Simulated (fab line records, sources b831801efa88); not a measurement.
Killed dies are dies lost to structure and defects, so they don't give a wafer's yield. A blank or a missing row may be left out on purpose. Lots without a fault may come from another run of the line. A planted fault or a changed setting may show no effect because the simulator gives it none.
A sampling plan put to the test | flow gf180mcu | one fab line, 8 faults that these records tell of, each judged on the records of the lots that it struck
The plan is the line's own looks: the steps of the route at which a gauge or an inspection reads the wafer and doesn't change it. A look can be judged if struck wafers have a number there and the file gives its usual mean and standard deviation on fault-free wafers. Caught: at a look after the fault's first step, the mean of the struck wafers lies 4 or more of those standard deviations (sigma) from the usual mean. On the tool: the same test on the tool's own readings at the fault's steps. Another recipe on the struck wafers, or a record that is blank for them alone, also counts as caught.

THE FAULTS, as the simulator had put them in
1. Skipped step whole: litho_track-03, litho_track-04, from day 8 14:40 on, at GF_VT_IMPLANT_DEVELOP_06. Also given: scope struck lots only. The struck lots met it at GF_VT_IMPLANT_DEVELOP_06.
2. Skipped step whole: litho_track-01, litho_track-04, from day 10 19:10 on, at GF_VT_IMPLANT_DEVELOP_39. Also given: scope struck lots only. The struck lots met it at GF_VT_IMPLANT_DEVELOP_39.
3. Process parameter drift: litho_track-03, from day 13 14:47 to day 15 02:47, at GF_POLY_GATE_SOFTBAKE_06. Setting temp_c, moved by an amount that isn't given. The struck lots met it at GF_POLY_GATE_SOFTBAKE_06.
4. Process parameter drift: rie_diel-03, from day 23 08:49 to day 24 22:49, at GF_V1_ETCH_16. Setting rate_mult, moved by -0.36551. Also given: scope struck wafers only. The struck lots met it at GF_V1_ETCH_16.
5. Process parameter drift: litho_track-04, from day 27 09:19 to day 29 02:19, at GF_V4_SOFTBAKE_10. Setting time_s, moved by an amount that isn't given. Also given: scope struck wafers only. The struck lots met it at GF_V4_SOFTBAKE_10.
6. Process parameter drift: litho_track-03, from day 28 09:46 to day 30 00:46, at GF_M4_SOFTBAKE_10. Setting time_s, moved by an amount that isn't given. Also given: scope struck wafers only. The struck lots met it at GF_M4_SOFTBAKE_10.
7. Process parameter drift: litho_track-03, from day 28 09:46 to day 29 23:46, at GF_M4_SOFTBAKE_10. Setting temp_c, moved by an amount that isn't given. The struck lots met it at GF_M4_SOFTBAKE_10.
8. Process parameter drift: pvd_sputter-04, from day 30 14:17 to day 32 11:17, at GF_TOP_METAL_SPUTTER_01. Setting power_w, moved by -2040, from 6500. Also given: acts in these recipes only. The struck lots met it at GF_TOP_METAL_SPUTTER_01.

WHAT THE PLAN SAW
fault | on the tool itself                               | first look that catches it                   | reading, sigma | median hours from its first step to that look | hours from the fault's start to the first struck lot there | judged looks passed uncaught
1     | the tool's record is blank for the struck wafers | no look after it can be judged               | -              | -                                             | -                                                          | 0
2     | the tool's record is blank for the struck wafers | no look after it can be judged               | -              | -                                             | -                                                          | 0
3     | heater_power_total_W +99 or beyond sigma         | GF_POLY_GATE_CD_MEAS_10                      | cd_nm -15      | 11.2                                          | 13                                                         | 0
4     | oes_product_au -17 sigma                         | not the one look that can be judged after it | -              | -                                             | -                                                          | 1
5     | run_length_s +77 sigma                           | no look after it can be judged               | -              | -                                             | -                                                          | 0
6     | run_length_s +40 sigma                           | not the one look that can be judged after it | -              | -                                             | -                                                          | 1
7     | heater_power_total_W -99 or beyond sigma         | GF_M4_CD_MEAS_14                             | cd_nm +15      | 9.3                                           | 12                                                         | 0
8     | cathode_dc_power_W -99 or beyond sigma           | no look after it can be judged               | -              | -                                             | -                                                          | 0
A dash: the fault isn't caught, or these records don't give the number.

Caught at a look: 2 of 8. Caught on the tool: 8 of 8. By one or the other: 8 of 8.
Caught on the tool alone: faults 1, 2, 4, 5, 6, 8.

THINNER SAMPLING
If the look that catches a fault measured only every second or every third lot, by lot number, the first struck lot would be measured this late in the worst case:
fault | struck lots at that look, in order of time | every lot | every second lot | every third lot
3     | L318, L319                                 | 13 h      | 21 h             | may miss all 2
7     | L304, L305                                 | 12 h      | 18 h             | may miss all 2
Hours are from the fault's start to the first struck lot that is measured. The limit of 4 sigma was tested on all struck wafers together, so one lot alone may lie under it. Other struck lots may not be in these records.

THE LONGEST TIMED WAY FROM STEP TO LOOK
Fault 3: a median of 11.2 hours passes between GF_POLY_GATE_SOFTBAKE_06 and GF_POLY_GATE_CD_MEAS_10. No look between them can be judged.
